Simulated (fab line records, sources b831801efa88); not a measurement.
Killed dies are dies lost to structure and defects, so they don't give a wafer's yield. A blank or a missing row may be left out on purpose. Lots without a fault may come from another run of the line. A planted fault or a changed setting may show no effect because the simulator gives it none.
Chamber matching | flow sky130 | SKY_CONTACT_CMP_04 on cmp-02: 4 sister chambers
The step polishes SiO2. 14 wafers are shown with their chamber, then 7 later ones without.

WAFERS WITH THEIR CHAMBER
wafer  | chamber | motor_current_A (A) | time_to_endpoint_s (s)
L371.1 | 0       | 11.2                | 79
L371.2 | 2       | 11.5                | 86
L371.6 | 3       | 11.4                | 81
L372.1 | 2       | 11.5                | 85
L372.5 | 3       | 11.7                | 85
L372.6 | 2       | 11.5                | 86
L376.1 | 2       | 12.8                | 92
L376.3 | 3       | 11.8                | 87
L376.4 | 0       | 11.5                | 86
L388.2 | 0       | 11.5                | 86
L388.3 | 2       | 11.7                | 84
L388.4 | 3       | 11.6                | 88
L390.3 | 2       | 12.2                | 82
L390.4 | 1       | 10.9                | 83

SIGNATURES (means of the wafers above)
reading            | chamber 0 | chamber 1 | chamber 2 | chamber 3 | scatter within a chamber
motor_current_A    | 11.400    | 10.900    | 11.867    | 11.625    | 0.395
time_to_endpoint_s | 83.67     | 83.00     | 85.83     | 85.25     | 3.44
Rule: a wafer's distance from a chamber is the root of the sum, over the readings, of the square of ((its reading less the chamber's mean) divided by the reading's scatter). The wafer belongs to the nearest chamber; if the next one is less than 2 further off, it can't be placed. The scatter: the root of (the sum of the squares of (reading less its chamber's mean) over the shown wafers, divided by (wafers less chambers)).

WAFERS WITHOUT THEIR CHAMBER
wafer  | motor_current_A (A) | time_to_endpoint_s (s)
L390.5 | 11.4                | 87
L391.1 | 12.1                | 84
L391.3 | 12.3                | 85
L391.5 | 10.8                | 83
L392.1 | 10.9                | 85
L392.2 | 11.1                | 84
L392.3 | 11.4                | 84

WHICH CHAMBER EACH WENT THROUGH
wafer  | from the rows above               | in truth
L390.5 | can't be placed: 3 or 0 or 2 or 1 | 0
L391.1 | can't be placed: 2 or 3 or 0      | 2
L391.3 | can't be placed: 2 or 3 or 0      | 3
L391.5 | can't be placed: 1 or 0 or 3      | 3
L392.1 | can't be placed: 1 or 0 or 3 or 2 | 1
L392.2 | can't be placed: 1 or 0 or 3 or 2 | 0
L392.3 | can't be placed: 0 or 3 or 2 or 1 | 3
Placed correctly: 0 of 7. Can't be placed from these rows: 7 (the true chamber is among the candidates in 7). Placed wrongly: 0.
